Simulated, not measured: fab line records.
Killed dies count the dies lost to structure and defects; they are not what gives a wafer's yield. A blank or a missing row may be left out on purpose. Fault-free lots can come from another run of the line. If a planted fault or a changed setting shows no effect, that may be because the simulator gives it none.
The tool behind it: which one? | flow gf180mcu | 15 lots with 45 wafers sampled at 6 steps, on a route of 602 steps

## WHAT EACH GAUGE READ, for each wafer
GF_LVPWELL_TW_MEAS_11. Usual: LVPWELL_TW gives 558 (standard deviation 8.7).
lot  | measured    | on            | LVPWELL_TW  | flag
L349 | day 4 02:42 | film-metro-02 | 559 561 562 |
L351 | day 4 14:40 | film-metro-03 | 542 540 542 |
L352 | day 4 19:55 | film-metro-02 | 562 561 563 |
L353 | day 5 04:03 | film-metro-01 | 560 563 564 |
L354 | day 5 09:31 | film-metro-03 | 546 550 550 |
L355 | day 5 13:08 | film-metro-03 | 546 547 551 |
L356 | day 5 16:11 | film-metro-02 | 30 30 30    | OFF
L357 | day 5 20:35 | film-metro-01 | 30 30 30    | OFF
L358 | day 6 05:23 | film-metro-01 | 30 30 30    | OFF
L366 | day 8 04:17 | film-metro-02 | 564 565 565 |
L367 | day 8 11:25 | film-metro-03 | 545 546 543 |
L368 | day 8 15:37 | film-metro-01 | 563 561 562 |
L369 | day 8 21:35 | film-metro-02 | 562 561 567 |
L370 | day 9 02:59 | film-metro-03 | 545 545 548 |
L371 | day 9 10:08 | film-metro-01 | 564 561 564 |

GF_HV_LDD_THK_MEAS_55. Usual: HV_LDD_CVD_54_THK gives 10.05 nm (standard deviation 0.13).
lot  | measured     | on            | HV_LDD_CVD_54_THK (nm) | flag
L349 | day 13 00:16 | film-metro-03 | 10.01 10.03 10.07      |
L351 | day 13 23:59 | film-metro-01 | 10.05 10.04 10.06      |
L352 | day 14 06:01 | film-metro-03 | 10.14 10.07 10.06      |
L353 | day 14 16:50 | film-metro-03 | 9.89 9.94 9.97         |
L354 | day 15 03:01 | film-metro-02 | 9.82 9.88 9.82         |
L355 | day 15 13:02 | film-metro-02 | 9.86 9.86 9.75         |
L356 | day 15 12:01 | film-metro-03 | 10.08 10.05 10.16      |
L357 | day 15 20:52 | film-metro-03 | 10.13 10.14 10.09      |
L358 | day 16 11:35 | film-metro-02 | 9.88 10.01 9.94        |
L366 | day 19 01:22 | film-metro-03 | 10.23 10.27 10.23      |
L367 | day 19 09:40 | film-metro-01 | 9.79 9.98 9.93         |
L368 | day 19 17:29 | film-metro-02 | 9.93 9.95 9.99         |
L369 | day 20 00:52 | film-metro-02 | 9.98 9.99 10.03        |
L370 | day 20 09:07 | film-metro-01 | 9.99 9.93 10.04        |
L371 | day 20 21:46 | film-metro-03 | 10.03 10.07 9.90       |

## WHICH TOOL RAN EACH LOT (tool, then ch and the chambers of the sampled wafers, then the start)
lot  | GF_STI_STRIP_15                     | GF_NWELL_STRIP_10                   | GF_LVPWELL_STRIP_10                 | GF_HV_LDD_RTA_52
L349 | plasma-asher-04 ch 0,1, day 2 07:44 | plasma-asher-04 ch 1, day 3 13:36   | plasma-asher-04 ch 0,1, day 4 02:35 | rtp-anneal-02 ch 0, day 12 23:04
L351 | plasma-asher-02 ch 0,1, day 2 18:23 | plasma-asher-02 ch 0,1, day 4 01:38 | plasma-asher-01 ch 0, day 4 14:34   | rtp-anneal-02 ch 0, day 13 22:46
L352 | plasma-asher-03 ch 0,1, day 2 23:07 | plasma-asher-04 ch 0,1, day 4 06:32 | plasma-asher-03 ch 0,1, day 4 19:49 | rtp-anneal-01 ch 0, day 14 04:48
L353 | plasma-asher-03 ch 0,1, day 3 04:28 | plasma-asher-04 ch 0,1, day 4 13:48 | plasma-asher-04 ch 0,1, day 5 03:57 | rtp-anneal-01 ch 0, day 14 15:08
L354 | plasma-asher-03 ch 0,1, day 3 08:34 | plasma-asher-04 ch 0,1, day 4 18:59 | plasma-asher-03 ch 0,1, day 5 09:26 | rtp-anneal-02 ch 0, day 15 01:49
L355 | plasma-asher-02 ch 0,1, day 3 13:17 | plasma-asher-01 ch 0,1, day 4 22:53 | plasma-asher-03 ch 0,1, day 5 13:01 | rtp-anneal-02 ch 0, day 15 11:20
L356 | plasma-asher-02 ch 0,1, day 3 18:26 | plasma-asher-02 ch 0, day 5 01:32   | plasma-asher-03 ch 0,1, day 5 16:05 | rtp-anneal-01 ch 0, day 15 10:18
L357 | plasma-asher-02 ch 0,1, day 3 22:07 | plasma-asher-04 ch 0,1, day 5 05:58 | plasma-asher-04 ch 0,1, day 5 20:30 | rtp-anneal-02 ch 0, day 15 19:39
L358 | plasma-asher-03 ch 0,1, day 4 05:28 | plasma-asher-04 ch 0,1, day 5 14:26 | plasma-asher-04 ch 0,1, day 6 05:16 | rtp-anneal-02 ch 0, day 16 10:22
L366 | plasma-asher-03 ch 1, day 5 22:14   | plasma-asher-01 ch 1, day 7 10:53   | plasma-asher-01 ch 0, day 8 04:10   | rtp-anneal-02 ch 0, day 19 00:10
L367 | plasma-asher-04 ch 0,1, day 6 02:46 | plasma-asher-04 ch 1, day 7 17:53   | plasma-asher-01 ch 0,1, day 8 11:19 | rtp-anneal-02 ch 0, day 19 08:28
L368 | plasma-asher-04 ch 0,1, day 6 07:58 | plasma-asher-01 ch 0,1, day 7 21:38 | plasma-asher-01 ch 0,1, day 8 15:32 | rtp-anneal-02 ch 0, day 19 16:17
L369 | plasma-asher-02 ch 1, day 6 13:17   | plasma-asher-02 ch 0,1, day 8 03:36 | plasma-asher-04 ch 0,1, day 8 21:28 | rtp-anneal-01 ch 0, day 19 23:40
L370 | plasma-asher-03 ch 0,1, day 6 19:07 | plasma-asher-01 ch 0,1, day 8 08:41 | plasma-asher-01 ch 0,1, day 9 02:53 | rtp-anneal-02 ch 0, day 20 07:55
L371 | plasma-asher-03 ch 0,1, day 7 01:37 | plasma-asher-02 ch 0, day 8 15:14   | plasma-asher-04 ch 0,1, day 9 10:01 | rtp-anneal-02 ch 0, day 20 20:34
- GF_STI_STRIP_15: strips in O2/N2.
- GF_NWELL_STRIP_10: strips in O2/N2.
- GF_LVPWELL_STRIP_10: strips in O2/N2.
- GF_HV_LDD_RTA_52: time 10 s.

## WHAT THE TOOLS THEMSELVES READ (means of the sampled wafers that have a number; where no wafer has one, the mark that the record gives instead)
GF_STI_STRIP_15. Usual: chamber-pressure-mTorr 1499.8 mTorr, standard deviation 1.5; drypump-motor-current-A 5.9 A, standard deviation 0.51; heater-power-w 328 W, standard deviation 56; oes-product-au 0.386 a.u., standard deviation 0.0051; strip-time-to-endpoint-s 3.77 s, standard deviation 0.057.
lot  | tool            | chamber-pressure-mTorr (mTorr) | drypump-motor-current-A (A) | heater-power-w (W) | oes-product-au (a.u.) | strip-time-to-endpoint-s (s) | flag
L349 | plasma-asher-04 | 1499.1                         | 5.2                         | 362                | 0.390                 | 3.82                         |
L351 | plasma-asher-02 | 1498.3                         | 6.1                         | 339                | 0.380                 | 3.78                         |
L352 | plasma-asher-03 | 1500.6                         | 6.3                         | 280                | 0.387                 | 3.71                         |
L353 | plasma-asher-03 | 1499.4                         | 6.3                         | 284                | 0.383                 | 3.72                         |
L354 | plasma-asher-03 | 1500.2                         | 6.0                         | 283                | 0.387                 | 3.86                         |
L355 | plasma-asher-02 | 1501.7                         | 6.0                         | 347                | 0.383                 | 3.72                         |
L356 | plasma-asher-02 | 1500.1                         | 6.0                         | 343                | 0.390                 | 3.81                         |
L357 | plasma-asher-02 | 1498.3                         | 5.9                         | 384                | 0.392                 | 3.84                         |
L358 | plasma-asher-03 | 1500.5                         | 6.0                         | 285                | 0.382                 | 3.75                         |
L366 | plasma-asher-03 | 1499.2                         | 6.6                         | 276                | 0.389                 | 3.80                         |
L367 | plasma-asher-04 | 1498.6                         | 5.2                         | 359                | 0.383                 | 3.78                         |
L368 | plasma-asher-04 | 1500.6                         | 5.6                         | 330                | 0.384                 | 3.79                         |
L369 | plasma-asher-02 | 1499.0                         | 6.2                         | 301                | 0.381                 | 3.69                         |
L370 | plasma-asher-03 | 1501.0                         | 6.0                         | 282                | 0.383                 | 3.74                         |
L371 | plasma-asher-03 | 1500.1                         | 6.0                         | 287                | 0.386                 | 3.80                         |

GF_NWELL_STRIP_10. Usual: chamber-pressure-mTorr 1499.9 mTorr, standard deviation 1.5; drypump-motor-current-A 5.6 A, standard deviation 0.43; heater-power-w 344 W, standard deviation 44; oes-product-au 0.722 a.u., standard deviation 0.0048; strip-time-to-endpoint-s 37.06 s, standard deviation 0.11.
lot  | tool            | chamber-pressure-mTorr (mTorr) | drypump-motor-current-A (A) | heater-power-w (W) | oes-product-au (a.u.) | strip-time-to-endpoint-s (s) | flag
L349 | plasma-asher-04 | 1501.0                         | 5.9                         | 302                | 0.725                 | 37.05                        |
L351 | plasma-asher-02 | 1499.5                         | 5.9                         | 384                | 0.722                 | 37.04                        |
L352 | plasma-asher-04 | 1499.5                         | 5.6                         | 331                | 0.717                 | 37.06                        |
L353 | plasma-asher-04 | 1499.2                         | 5.2                         | 357                | 0.725                 | 36.98                        |
L354 | plasma-asher-04 | 1499.7                         | 5.2                         | 357                | 0.722                 | 37.11                        |
L355 | plasma-asher-01 | 1499.8                         | 5.5                         | 325                | 0.723                 | 37.25                        |
L356 | plasma-asher-02 | -                              | -                           | -                  | -                     | -                            | OFF
L357 | plasma-asher-04 | -                              | -                           | -                  | -                     | -                            | OFF
L358 | plasma-asher-04 | -                              | -                           | -                  | -                     | -                            | OFF
L366 | plasma-asher-01 | 1499.5                         | 5.7                         | 343                | 0.722                 | 36.95                        |
L367 | plasma-asher-04 | 1499.4                         | 5.9                         | 299                | 0.721                 | 37.13                        |
L368 | plasma-asher-01 | 1502.1                         | 5.4                         | 326                | 0.721                 | 37.10                        |
L369 | plasma-asher-02 | 1500.3                         | 6.0                         | 341                | 0.719                 | 37.09                        |
L370 | plasma-asher-01 | 1500.6                         | 5.5                         | 333                | 0.722                 | 37.10                        |
L371 | plasma-asher-02 | 1500.4                         | 5.7                         | 423                | 0.724                 | 36.95                        |

GF_LVPWELL_STRIP_10. Usual: chamber-pressure-mTorr 1500.0 mTorr, standard deviation 1.4; drypump-motor-current-A 5.7 A, standard deviation 0.54; heater-power-w 320 W, standard deviation 37; oes-product-au 0.723 a.u., standard deviation 0.0044; strip-time-to-endpoint-s 37.06 s, standard deviation 0.09.
lot  | tool            | chamber-pressure-mTorr (mTorr) | drypump-motor-current-A (A) | heater-power-w (W) | oes-product-au (a.u.) | strip-time-to-endpoint-s (s) | flag
L349 | plasma-asher-04 | 1499.7                         | 5.2                         | 361                | 0.723                 | 37.12                        |
L351 | plasma-asher-01 | 1499.2                         | 5.2                         | 328                | 0.722                 | 36.99                        |
L352 | plasma-asher-03 | 1501.5                         | 6.3                         | 279                | 0.720                 | 37.01                        |
L353 | plasma-asher-04 | 1499.6                         | 5.6                         | 331                | 0.727                 | 37.24                        |
L354 | plasma-asher-03 | 1500.9                         | 6.1                         | 287                | 0.725                 | 36.99                        |
L355 | plasma-asher-03 | 1498.9                         | 6.3                         | 279                | 0.727                 | 37.06                        |
L356 | plasma-asher-03 | 1499.7                         | 6.0                         | 283                | 0.742                 | 81.56                        | OFF
L357 | plasma-asher-04 | 1500.0                         | 5.6                         | 337                | 0.742                 | 81.58                        | OFF
L358 | plasma-asher-04 | 1500.2                         | 5.2                         | 359                | 0.738                 | 81.41                        | OFF
L366 | plasma-asher-01 | 1499.8                         | 5.2                         | 323                | 0.724                 | 37.14                        |
L367 | plasma-asher-01 | 1499.1                         | 5.4                         | 328                | 0.726                 | 37.26                        |
L368 | plasma-asher-01 | 1499.7                         | 5.4                         | 324                | 0.727                 | 37.02                        |
L369 | plasma-asher-04 | 1501.3                         | 5.2                         | 361                | 0.723                 | 37.01                        |
L370 | plasma-asher-01 | 1499.5                         | 5.5                         | 334                | 0.721                 | 37.00                        |
L371 | plasma-asher-04 | 1500.9                         | 5.6                         | 334                | 0.725                 | 37.10                        |

GF_HV_LDD_RTA_52. Usual: lamp-power-pct 33.1 %, standard deviation 1.9; wafer_temp_C_max 1004.6, standard deviation 1.1.
lot  | tool          | lamp-power-pct (%) | wafer_temp_C_max | flag
L349 | rtp-anneal-02 | 34.1               | 1003.4           |
L351 | rtp-anneal-02 | 34.1               | 1004.4           |
L352 | rtp-anneal-01 | 29.4               | 1005.3           |
L353 | rtp-anneal-01 | 29.4               | 1006.2           |
L354 | rtp-anneal-02 | 34.1               | 1004.6           |
L355 | rtp-anneal-02 | 34.1               | 1003.7           |
L356 | rtp-anneal-01 | 29.4               | 1006.2           |
L357 | rtp-anneal-02 | 34.1               | 1004.6           |
L358 | rtp-anneal-02 | 34.1               | 1004.7           |
L366 | rtp-anneal-02 | 34.1               | 1003.5           |
L367 | rtp-anneal-02 | 34.1               | 1003.9           |
L368 | rtp-anneal-02 | 34.1               | 1003.9           |
L369 | rtp-anneal-01 | 29.4               | 1006.7           |
L370 | rtp-anneal-02 | 34.1               | 1004.0           |
L371 | rtp-anneal-02 | 34.1               | 1004.4           |

## THE ANSWER, worked out from the rows above alone
Rule: lot off if the mean of its wafers having a number is beyond 3 standard deviations from the usual mean. Also off: a lot with no number at a reading for which 4 or more lots have one. Any other lot the step has rows for is counted as sound. Order of review: gauges by route order, followed by the tools' own readings, for which a lot's mean as printed above is used. At the first step where some lot is off, the reading lying furthest off is the one used; lots without a number count as furthest.
Off: at GF_LVPWELL_TW_MEAS_11 (LVPWELL_TW), L356, L357, L358.
A tool fits if, at a process step before that reading, it ran every lot that is off, and no sound lot after the first of them. Not tried: the gauges at GF_LVPWELL_TW_MEAS_11; whatever is off there is also off at GF_NWELL_STRIP_10, on other tools, and gauge error can't account for it. Of those tried, none fits.

## WHAT THE SIMULATOR HAD INSERTED
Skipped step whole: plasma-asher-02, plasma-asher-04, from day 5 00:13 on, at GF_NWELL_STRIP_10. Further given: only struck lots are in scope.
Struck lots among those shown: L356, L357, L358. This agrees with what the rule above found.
